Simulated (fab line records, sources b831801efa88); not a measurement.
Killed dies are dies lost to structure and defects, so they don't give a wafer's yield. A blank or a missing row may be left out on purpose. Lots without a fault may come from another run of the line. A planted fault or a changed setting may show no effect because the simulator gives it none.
fab line records | flow gf180mcu
record lots=5 wafers=23
route steps=602 shown HV_LDD@224 NSD@241 PSD@252 SAB@272 SALICIDE@281 CONTACT@287
start_h: hours from the record's first day to the start of the lot's first wafer shown | wait_h: hours since the lot's step before | " the same as in the row above | L1.1+2: a row that stands for several wafers | - no value, or no start given | * or withheld: withheld | < > ~ a bound
route shown NAME@n: a module of which the file shows steps, and the number in the route of the first | usual: mean/standard deviation of fault-free wafers | same: alike in all rows | chamber/n: place in a boat | sites: the reading at each site | _std_site: their standard deviation | _edge_site: outer sites' mean less inner sites' | radius_mm: how far each site lies from the wafer's centre | mask NAME#n: copy n | behind: the tool/chamber that last shaped the wafer | hold: why the lot was held/for how many hours/how that ended | device: the transistor (n, p or np) that didn't switch | end of line: the same wafers' tests at the end of the route | a step without rows: its recipe alone | killed: dies lost to structure and defects at the first sort, not the wafer's yield | map: a wafer's dies, x killed, . not, _ none there
set.NAME: the setting as run; set.NAME@STEP: as run at that earlier step | model.NAME: the simulator's own value behind a step, which no gauge read
lots whose settings were changed on purpose; a table a step, a row a wafer
## steps
# step GF_HV_LDD_IMPLANT_48
# recipe species=B energy_kev=25 dose_cm2=3e+13 tilt_deg=7
# columns lot.wafer tool chamber start_h wait_h set.dose_cm2
L074.1+4 implanter-02 0 272.98 0.0 3e+13
L074.2+3+5 " 0 " " 3.16e+13
L076.2+3+6 implanter-01 0 285.28 0.0 3e+13
L077.1+4+5 implanter-01 0 302.82 0.0 3e+13
L077.3+6 " 0 " " 2.799e+13
L082.2+4 implanter-01 0 347.36 0.0 2.851e+13
L082.3+5+6 " 0 " " 3e+13
L084.1+3+5 implanter-02 0 358.13 0.0 2.81e+13
L084.2+4 " 0 " " 3e+13
# step GF_HV_LDD_STRIP_49
# recipe chemistry=O2/N2 power_w=1400 pressure_mtorr=1500 platen_temp_c=250 o2_flow_sccm=3000 n2_flow_sccm=300 overash_fraction=0.5
# usual strip_time_to_endpoint_s=12.62/0.031
# columns lot.wafer tool chamber start_h wait_h set.spin_rpm@HV_LDD_COAT_41 strip_time_to_endpoint_s
L074.1 plasma_asher-02 0 273.13 0.1 3000 12.62
L074.2 " 1 " " 2857 12.83
L074.3 " 1 " " 3000 12.64
L074.4 " 0 " " 3000 12.60
L074.5 " 0 " " 2857 12.82
L076.2 plasma_asher-04 1 285.40 0.1 3000 12.62
L076.3 " 1 " " 3000 12.64
L076.6 " 0 " " 3000 12.61
L077.1 plasma_asher-01 1 302.97 0.1 2843 12.90
L077.3 " 1 " " 3000 12.65
L077.4 " 0 " " 3000 12.67
L077.5 " 1 " " 3000 12.66
L077.6 " 0 " " 2843 12.91
L082.2 plasma_asher-02 1 347.48 0.1 3086 12.46
L082.3 " 0 " " 3000 12.62
L082.4 " 1 " " 3000 12.63
L082.5 " 0 " " 3086 12.45
L082.6 " 1 " " 3000 12.64
L084.1 plasma_asher-04 1 358.28 0.1 3000 12.60
L084.2 " 0 " " 3000 12.61
L084.3 " 0 " " 2826 12.89
L084.4 " 1 " " 3000 12.62
L084.5 " 1 " " 2826 12.88
# step GF_HV_LDD_TW_MEAS_50
# usual HV_LDD_4_TW=576/5.8
# columns lot.wafer tool chamber start_h wait_h set.dose_cm2@HV_LDD_IMPLANT_48 HV_LDD_4_TW
L074.1 film_metro-04 - 273.23 0.1 3e+13 581
L074.2 " - " " 3.16e+13 589
L074.3 " - " " 3.16e+13 592
L074.4 " - " " 3e+13 578
L074.5 " - " " 3.16e+13 590
L076.2 film_metro-03 - 285.51 0.1 3e+13 569
L076.3 " - " " 3e+13 573
L076.6 " - " " 3e+13 572
L077.1 film_metro-04 - 303.07 0.1 3e+13 582
L077.3 " - " " 2.799e+13 569
L077.4 " - " " 3e+13 582
L077.5 " - " " 3e+13 580
L077.6 " - " " 2.799e+13 567
L082.2 film_metro-04 - 347.59 0.1 2.851e+13 567
L082.3 " - " " 3e+13 575
L082.4 " - " " 2.851e+13 565
L082.5 " - " " 3e+13 575
L082.6 " - " " 3e+13 579
L084.1 film_metro-03 - 358.38 0.1 2.81e+13 565
L084.2 " - " " 3e+13 584
L084.3 " - " " 2.81e+13 567
L084.4 " - " " 3e+13 580
L084.5 " - " " 2.81e+13 567
# step GF_HV_LDD_CLEAN_51
# recipe chemistry=SC1/SC2 mix=1:4:20 temp_c=70 time_s=150 dry=n2_spin
# step GF_HV_LDD_RTA_52
# recipe temp_c=1000 time_s=10 ambient=N2
# step GF_HV_LDD_RS_MEAS_53
# recipe thk_meas_gauge=four-point-probe
# usual HV_LDD_RS=418.3/0.96
# columns lot.wafer tool chamber start_h wait_h set.dose_cm2@HV_LDD_IMPLANT_36 HV_LDD_RS[ohm/sq]
L074.1 film_metro-03 - 273.41 0.1 6.699e+12 420.2
L074.2 " - " " 7.5e+12 419.8
L074.3 " - " " 6.699e+12 419.6
L074.4 " - " " 7.5e+12 418.6
L074.5 " - " " 6.699e+12 421.2
L076.2 film_metro-04 - 285.70 0.1 7.5e+12 418.4
L076.3 " - " " 7.5e+12 418.0
L076.6 " - " " 7.5e+12 418.5
L077.1 film_metro-01 - 303.25 0.1 6.486e+12 422.2
L077.3 " - " " 7.5e+12 418.7
L077.4 " - " " 6.486e+12 421.1
L077.5 " - " " 7.5e+12 419.2
L077.6 " - " " 7.5e+12 419.7
L082.2 film_metro-01 - 347.81 0.1 8.775e+12 415.0
L082.3 " - " " 7.5e+12 418.6
L082.4 " - " " 7.5e+12 418.8
L082.5 " - " " 8.775e+12 415.8
L082.6 " - " " 8.775e+12 414.9
L084.1 film_metro-04 - 358.62 0.1 8.158e+12 417.0
L084.2 " - " " 7.5e+12 417.6
L084.3 " - " " 7.5e+12 419.4
L084.4 " - " " 8.158e+12 416.6
L084.5 " - " " 7.5e+12 418.0
# step GF_NSD_DEVELOP_06
# recipe develop_time_s=60 dev_temp_c=23
# columns lot.wafer tool chamber start_h wait_h set.develop_time_s
L074.1+2+3 litho_track-01 0 295.98 0.1 60
L074.4+5 " 0 " " 66.74
L076.2+3+6 litho_track-02 0 308.85 0.1 60
L077.1+4+6 litho_track-01 0 327.33 0.1 54.3
L077.3+5 " 0 " " 60
L082.2+3+4+5+6 litho_track-02 0 373.94 0.1 60
L084.1+2+5 litho_track-01 0 384.28 0.1 60
L084.3+4 " 0 " " 57.26
# step GF_NSD_CD_MEAS_07
# recipe target_cd_nm=400
# usual cd_nm=400.5/2
# columns lot.wafer tool chamber start_h wait_h set.develop_time_s@NSD_DEVELOP_06 cd_nm
L074.1 cd_sem-01 - 296.13 0.1 60 400.1
L074.2 " - " " 60 400.9
L074.3 " - " " 60 401.4
L074.4 " - " " 66.74 410.4
L074.5 " - " " 66.74 409.9
L076.2 cd_sem-02 - 308.99 0.1 60 399.6
L076.3 " - " " 60 403.5
L076.6 " - " " 60 401.2
L077.1 cd_sem-01 - 327.48 0.1 54.3 391.7
L077.3 " - " " 60 400.7
L077.4 " - " " 54.3 390.2
L077.5 " - " " 60 401.1
L077.6 " - " " 54.3 390.8
L082.2 cd_sem-02 - 374.09 0.1 60 399.4
L082.3 " - " " 60 397.0
L082.4 " - " " 60 397.7
L082.5 " - " " 60 398.8
L082.6 " - " " 60 399.2
L084.1 cd_sem-01 - 384.43 0.1 60 402.5
L084.2 " - " " 60 403.6
L084.3 " - " " 57.26 398.7
L084.4 " - " " 57.26 398.8
L084.5 " - " " 60 404.6
# step GF_PSD_EXPOSE_04
# recipe mask_id=Pplus target_cd_nm=400 na=0.6 source_shape=conventional sigma_outer=0.6 dose_mj=140
# columns lot.wafer tool chamber start_h wait_h mask set.dose_mj
L074.1+3 iline_stepper-02 0 - - Pplus#0 140
L074.2+4+5 " 0 " " Pplus#0 149.6
L076.2+3+6 iline_stepper-02 0 - - Pplus#0 140
L077.1+3+4+5+6 iline_stepper-02 0 - - Pplus#0 140
L082.2+3+6 iline_stepper-02 0 - - Pplus#0 140
L082.4+5 " 0 " " Pplus#0 134.2
L084.1+3 iline_stepper-01 0 - - Pplus#0 140
L084.2+4+5 " 0 " " Pplus#0 133.1
# step GF_PSD_DEVELOP_06
# recipe develop_time_s=60 dev_temp_c=23
# columns lot.wafer tool chamber start_h wait_h set.develop_time_s
L074.1+2+3+4+5 litho_track-03 0 317.28 0.1 60
L076.2+3+6 litho_track-04 0 330.79 0.1 60
L077.1+3+4 litho_track-02 0 349.67 0.1 60
L077.5+6 " 0 " " 65.51
L082.2+3+4+5+6 litho_track-02 0 398.19 0.1 60
L084.1+4 litho_track-03 0 408.73 0.1 60
L084.2+3+5 " 0 " " 53.32
# step GF_PSD_CD_MEAS_07
# recipe target_cd_nm=400
# usual cd_nm=399.0/2.2
# columns lot.wafer tool chamber start_h wait_h set.dose_mj@PSD_EXPOSE_04 set.develop_time_s@PSD_DEVELOP_06 cd_nm
L074.1 cd_sem-02 - 317.43 0.1 140 60 398.4
L074.2 " - " " 149.6 60 416.4
L074.3 " - " " 140 60 397.7
L074.4 " - " " 149.6 60 416.8
L074.5 " - " " 149.6 60 418.0
L076.2 cd_sem-01 - 330.93 0.1 140 60 399.1
L076.3 " - " " 140 60 400.3
L076.6 " - " " 140 60 398.2
L077.1 cd_sem-02 - 349.82 0.1 140 60 403.8
L077.3 " - " " 140 60 403.2
L077.4 " - " " 140 60 404.0
L077.5 " - " " 140 65.51 411.3
L077.6 " - " " 140 65.51 411.9
L082.2 cd_sem-02 - 398.34 0.1 140 60 400.7
L082.3 " - " " 140 60 400.7
L082.4 " - " " 134.2 60 389.5
L082.5 " - " " 134.2 60 387.7
L082.6 " - " " 140 60 399.6
L084.1 cd_sem-01 - 408.88 0.1 140 60 394.4
L084.2 " - " " 133.1 53.32 371.4
L084.3 " - " " 140 53.32 386.0
L084.4 " - " " 133.1 60 382.7
L084.5 " - " " 133.1 53.32 370.8
# step GF_SAB_DEVELOP_08
# recipe develop_time_s=60 dev_temp_c=23
# columns lot.wafer tool chamber start_h wait_h set.dev_temp_c
L074.1+2 litho_track-02 0 339.62 0.1 26.08
L074.3+4+5 " 0 " " 23
L076.2+3+6 litho_track-02 0 354.25 0.1 23
L077.1+3+4+5+6 litho_track-02 0 373.27 0.1 23
L082.2+3 litho_track-04 0 423.49 0.1 23
L082.4+5+6 " 0 " " 24.94
L084.1+5 litho_track-01 0 434.38 0.1 23
L084.2+3+4 " 0 " " 21.34
# step GF_SAB_CD_MEAS_09
# recipe target_cd_nm=420
# usual cd_nm=420.4/2.3
# columns lot.wafer tool chamber start_h wait_h set.dev_temp_c@SAB_DEVELOP_08 cd_nm
L074.1 cd_sem-01 - 339.77 0.1 26.08 427.6
L074.2 " - " " 26.08 431.4
L074.3 " - " " 23 420.7
L074.4 " - " " 23 418.2
L074.5 " - " " 23 418.0
L076.2 cd_sem-01 - 354.39 0.1 23 419.1
L076.3 " - " " 23 417.9
L076.6 " - " " 23 418.1
L077.1 cd_sem-02 - 373.42 0.1 23 423.1
L077.3 " - " " 23 423.8
L077.4 " - " " 23 421.9
L077.5 " - " " 23 423.4
L077.6 " - " " 23 422.9
L082.2 cd_sem-02 - 423.63 0.1 23 425.3
L082.3 " - " " 23 420.6
L082.4 " - " " 24.94 430.8
L082.5 " - " " 24.94 428.0
L082.6 " - " " 24.94 427.9
L084.1 cd_sem-01 - 434.53 0.1 23 416.6
L084.2 " - " " 21.34 411.7
L084.3 " - " " 21.34 412.4
L084.4 " - " " 21.34 410.1
L084.5 " - " " 23 416.6
# step GF_SAB_ETCH_11
# recipe chemistry=C4F8/O2/Ar mask_material=NOVOLAK target=SiO2 target_depth_nm=55 source_w=1500 bias_w=1200 pressure_mtorr=40 c4f8_flow_sccm=withheld O2_flow_sccm=6 Ar_flow_sccm=300 time_s=8.5
# columns lot.wafer tool chamber start_h wait_h set.dev_temp_c@SAB_DEVELOP_08 model.SAB.cd_nm
L074.1 rie_diel-01 2 339.93 0.0 26.08 428.4
L074.2 " 0 " " 26.08 431.2
L074.3 " 1 " " 23 420.8
L074.4 " 0 " " 23 418
L074.5 " 2 " " 23 418.5
L076.2 rie_diel-02 2 354.53 0.0 23 419
L076.3+6 " 1,2 " " 23 417.7
L077.1 rie_diel-02 2 373.58 0.0 23 423.2
L077.3 " 3 " " 23 424.1
L077.4 " 1 " " 23 421.8
L077.5 " 3 " " 23 423.6
L077.6 " 0 " " 23 423.4
L082.2 rie_diel-01 3 423.77 0.0 23 425.2
L082.3 " 1 " " 23 420.4
L082.4 " 0 " " 24.94 430.1
L082.5 " 2 " " 24.94 428.3
L082.6 " 3 " " 24.94 427.6
L084.1 rie_diel-03 3 434.68 0.0 23 417.2
L084.2+3 " 1,2 " " 21.34 411.9
L084.4 " 1 " " 21.34 410.9
L084.5 " 2 " " 23 416.1
# step GF_SALICIDE_SPUTTER_03
# recipe material=TiN target_thk_nm=20 power_w=6500 time_s=16.7 chamber_pressure_pa=0.4
# columns lot.wafer tool chamber start_h wait_h set.power_w model.TiN_of_SALICIDE_SPUTTER_03.thk_nm
L074.1 pvd_sputter-02 - 340.29 0.0 6969 21.36
L074.2 " - " " 6500 19.49
L074.3 " - " " 6969 21.01
L074.4 " - " " 6500 19.77
L074.5 " - " " 6969 21.11
L076.2 pvd_sputter-03 - 354.93 0.0 6500 19.67
L076.3 " - " " 6500 19.7
L076.6 " - " " 6500 19.9
L077.1 pvd_sputter-03 - 373.97 0.0 6500 19.99
L077.3 " - " " 6500 19.85
L077.4 " - " " 6500 19.93
L077.5 " - " " 6500 19.87
L077.6 " - " " 6500 19.82
L082.2 pvd_sputter-02 - 424.13 0.0 7151 21.77
L082.3 " - " " 6500 19.99
L082.4 " - " " 6500 19.88
L082.5 " - " " 7151 21.9
L082.6 " - " " 6500 19.9
L084.1 pvd_sputter-02 - 435.05 0.0 6500 20.08
L084.2 " - " " 5895 17.92
L084.3 " - " " 6500 19.87
L084.4 " - " " 6500 19.9
L084.5 " - " " 5895 18.14
# step GF_SALICIDE_RS_MEAS_04
# recipe thk_meas_gauge=four-point-probe reads=TiN_of_SALICIDE_SPUTTER_03+Co_of_SALICIDE_SPUTTER_02
# usual SALICIDE_TIN_RS=16.41/0.29
# columns lot.wafer tool chamber start_h wait_h set.power_w@SALICIDE_SPUTTER_03 SALICIDE_TIN_RS[ohm/sq]
L074.1 film_metro-02 - 340.32 0.0 6969 15.83
L074.2 " - " " 6500 16.59
L074.3 " - " " 6969 16.13
L074.4 " - " " 6500 16.25
L074.5 " - " " 6969 15.89
L076.2 film_metro-04 - 354.97 0.0 6500 16.28
L076.3 " - " " 6500 16.23
L076.6 " - " " 6500 16.72
L077.1 film_metro-04 - 373.99 0.0 6500 15.98
L077.3 " - " " 6500 16.12
L077.4 " - " " 6500 16.13
L077.5 " - " " 6500 16.14
L077.6 " - " " 6500 16.12
L082.2 film_metro-02 - 424.18 0.0 7151 16.04
L082.3 " - " " 6500 16.97
L082.4 " - " " 6500 16.95
L082.5 " - " " 7151 16.00
L082.6 " - " " 6500 16.78
L084.1 film_metro-02 - 435.07 0.0 6500 16.87
L084.2 " - " " 5895 17.47
L084.3 " - " " 6500 16.82
L084.4 " - " " 6500 16.77
L084.5 " - " " 5895 17.22
# step GF_SALICIDE_THK_MEAS_05
# recipe thk_meas_gauge=xrf reads=TiN_of_SALICIDE_SPUTTER_03
# usual SALICIDE_TIN_THK=19.78/0.21
# columns lot.wafer tool chamber start_h wait_h set.power_w@SALICIDE_SPUTTER_03 SALICIDE_TIN_THK[nm]
L074.1 film_metro-02 - 340.44 0.1 6969 21.26
L074.2 " - " " 6500 19.39
L074.3 " - " " 6969 20.96
L074.4 " - " " 6500 19.64
L074.5 " - " " 6969 20.99
L076.2 film_metro-04 - 355.08 0.1 6500 19.58
L076.3 " - " " 6500 19.73
L076.6 " - " " 6500 19.91
L077.1 film_metro-04 - 374.11 0.1 6500 19.89
L077.3 " - " " 6500 19.74
L077.4 " - " " 6500 19.90
L077.5 " - " " 6500 19.68
L077.6 " - " " 6500 19.72
L082.2 film_metro-02 - 424.29 0.1 7151 21.64
L082.3 " - " " 6500 19.73
L082.4 " - " " 6500 19.70
L082.5 " - " " 7151 21.65
L082.6 " - " " 6500 19.68
L084.1 film_metro-02 - 435.19 0.1 6500 19.95
L084.2 " - " " 5895 17.88
L084.3 " - " " 6500 19.70
L084.4 " - " " 6500 19.80
L084.5 " - " " 5895 18.09
# step GF_CONTACT_CVD_00
# recipe material=SiO2 target_thk_nm=300 sigma_open_frac=0.3 temp_c=400 time_s=50 sih4_flow_sccm=60 pressure_mtorr=6
# columns lot.wafer tool chamber start_h wait_h set.sih4_flow_sccm model.SiO2_of_CONTACT_CVD_00.thk_nm
L074.1 hdpcvd-01 0 340.79 0.1 57.17 286.8
L074.2 " 2 " " 60 296.6
L074.3 " 1 " " 60 293.9
L074.4 " 0 " " 60 297.6
L074.5 " 1 " " 57.17 278.8
L076.2 hdpcvd-02 1 355.43 0.1 60 298.1
L076.3 " 0 " " 60 302.2
L076.6 " 0 " " 60 301.1
L077.1 hdpcvd-02 2 374.47 0.1 60 299.2
L077.3 " 0 " " 67.21 335.8
L077.4 " 1 " " 60 301.2
L077.5 " 0 " " 60 301.3
L077.6 " 2 " " 67.21 335.4
L082.2 hdpcvd-01 1 424.63 0.1 60 297.7
L082.3 " 0 " " 54.77 279.1
L082.4 " 0 " " 54.77 278.8
L082.5 " 1 " " 60 299.2
L082.6 " 2 " " 60 297.2
L084.1 hdpcvd-02 1 435.55 0.1 63.46 313.8
L084.2 " 0 " " 63.46 321.9
L084.3 " 2 " " 60 300.2
L084.4 " 0 " " 63.46 318.4
L084.5 " 1 " " 60 297.6
# step GF_CONTACT_THK_MEAS_01
# recipe reads=SiO2_of_CONTACT_CVD_00
# usual CONTACT_CVD_00_THK=299/3.1
# columns lot.wafer tool chamber start_h wait_h set.sih4_flow_sccm@CONTACT_CVD_00 CONTACT_CVD_00_THK[nm]
L074.1 film_metro-04 - 340.83 0.0 57.17 287
L074.2 " - " " 60 296
L074.3 " - " " 60 294
L074.4 " - " " 60 298
L074.5 " - " " 57.17 279
L076.2 film_metro-04 - 355.48 0.0 60 298
L076.3 " - " " 60 302
L076.6 " - " " 60 301
L077.1 film_metro-03 - 374.51 0.0 60 299
L077.3 " - " " 67.21 336
L077.4 " - " " 60 301
L077.5 " - " " 60 301
L077.6 " - " " 67.21 335
L082.2 film_metro-03 - 424.68 0.0 60 298
L082.3 " - " " 54.77 279
L082.4 " - " " 54.77 279
L082.5 " - " " 60 299
L082.6 " - " " 60 297
L084.1 film_metro-01 - 435.59 0.0 63.46 314
L084.2 " - " " 63.46 322
L084.3 " - " " 60 300
L084.4 " - " " 63.46 318
L084.5 " - " " 60 298
# step GF_CONTACT_ETCH_16
# recipe chemistry=N2/H2 target_depth_a=withheld overetch_a=withheld time_s=withheld target=BARC ion_energy_ev=200 source_w=500 bias_w=100 pressure_mtorr=30 n2_flow_sccm=100 h2_flow_sccm=200
# columns lot.wafer tool chamber start_h wait_h set.ion_energy_ev
L074.1+4+5 rie_diel-03 0,1,0 363.92 0.0 200
L074.2+3 " 3,2 " " 218.5
L076.2+3+6 rie_diel-04 0,2,2 379.58 0.0 200
L077.1+3+5 rie_diel-03 2,0,0 398.73 0.0 200
L077.4+6 " 1,3 " " 209.8
L082.2+4 rie_diel-04 1,0 449.49 0.0 200
L082.3+5+6 " 3,3,0 " " 183.5
L084.1+3 rie_diel-04 3,0 460.33 0.0 214.2
L084.2+4+5 " 2,1,3 " " 200
# step GF_CONTACT_ETCH_17
# recipe chemistry=C4F8/O2/Ar mask_material=KrF target=SiO2 stop_on=CoSi2 source_w=1500 bias_w=1200 pressure_mtorr=40 c4f8_flow_sccm=withheld O2_flow_sccm=6 Ar_flow_sccm=300 time_s=withheld target_depth_a=8600
# columns lot.wafer tool chamber start_h wait_h set.sih4_flow_sccm@CONTACT_CVD_00 model.CONTACT.feature_depth_nm model.etch.depth_nm
L074.1 rie_diel-03 0 - - 57.17 845 845
L074.2 " 3 " " 60 855.3 855.3
L074.3 " 2 " " 60 854.5 -
L074.4 " 1 " " 60 856.7 856.7
L074.5 " 0 " " 57.17 836.7 -
L076.2 rie_diel-04 0 - - 60 856.9 856.9
L076.3 " 2 " " 60 861.3 861.3
L076.6 " 2 " " 60 859.4 859.4
L077.1 rie_diel-03 2 - - 60 858.7 -
L077.3 " 0 " " 67.21 895.5 895.5
L077.4 " 1 " " 60 860.2 860.2
L077.5 " 0 " " 60 859.7 859.7
L077.6 " 3 " " 67.21 894.3 -
L082.2 rie_diel-04 1 - - 60 858.3 858.3
L082.3 " 3 " " 54.77 839.9 839.9
L082.4 " 0 " " 54.77 838.5 -
L082.5 " 3 " " 60 859.5 859.5
L082.6 " 0 " " 60 856.3 -
L084.1 rie_diel-04 3 - - 63.46 874.8 -
L084.2 " 2 " " 63.46 881.7 881.7
L084.3 " 0 " " 60 860 -
L084.4 " 1 " " 63.46 878.7 -
L084.5 " 3 " " 60 858.5 858.5
## key
split step=GF_HV_LDD_IMPLANT_48 setting=dose_cm2 stated=3e+13 by=wafer
response step=GF_HV_LDD_TW_MEAS_50 reading=HV_LDD_4_TW change=+2.17 per=1% r=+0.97
split step=GF_NSD_DEVELOP_06 setting=develop_time_s stated=60 by=wafer
response step=GF_NSD_CD_MEAS_07 reading=cd_nm change=+0.934 per=1% r=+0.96
split step=GF_PSD_EXPOSE_04 setting=dose_mj stated=140 by=wafer
response step=GF_PSD_CD_MEAS_07 reading=cd_nm change=+2.87 per=1% r=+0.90
split step=GF_PSD_DEVELOP_06 setting=develop_time_s stated=60 by=wafer
response step=GF_PSD_CD_MEAS_07 reading=cd_nm slope=+0.896 per=1% together_with=dose_mj@PSD_EXPOSE_04 explained=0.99
split step=GF_SAB_DEVELOP_08 setting=dev_temp_c stated=23 by=wafer
response step=GF_SAB_CD_MEAS_09 reading=cd_nm change=+0.755 per=1% r=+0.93
response step=GF_SAB_ETCH_11 reading=model.SAB.cd_nm change=+0.759 per=1% r=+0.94
split step=GF_SALICIDE_SPUTTER_03 setting=power_w stated=6500 by=wafer
response step=GF_SALICIDE_SPUTTER_03 reading=model.TiN_of_SALICIDE_SPUTTER_03.thk_nm change=+0.201 per=1% r=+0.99
response step=GF_SALICIDE_RS_MEAS_04 reading=SALICIDE_TIN_RS change=-0.0715 per=1% r=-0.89
response step=GF_SALICIDE_THK_MEAS_05 reading=SALICIDE_TIN_THK change=+0.2 per=1% r=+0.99
split step=GF_CONTACT_CVD_00 setting=sih4_flow_sccm stated=60 by=wafer
response step=GF_CONTACT_CVD_00 reading=model.SiO2_of_CONTACT_CVD_00.thk_nm change=+2.75 per=1% r=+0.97
response step=GF_CONTACT_THK_MEAS_01 reading=CONTACT_CVD_00_THK change=+2.74 per=1% r=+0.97
response step=GF_CONTACT_ETCH_17 reading=model.CONTACT.feature_depth_nm change=+2.79 per=1% r=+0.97
response step=GF_CONTACT_ETCH_17 reading=model.etch.depth_nm change=+2.78 per=1% r=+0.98
split step=GF_CONTACT_ETCH_16 setting=ion_energy_ev stated=200 by=wafer
response none clear
split outside_this_file step=GF_HV_LDD_IMPLANT_36 setting=dose_cm2
split outside_this_file step=GF_HV_LDD_COAT_41 setting=spin_rpm
# split outside_this_file: this setting was split too, and the file shows its column; the key of that split is in another file
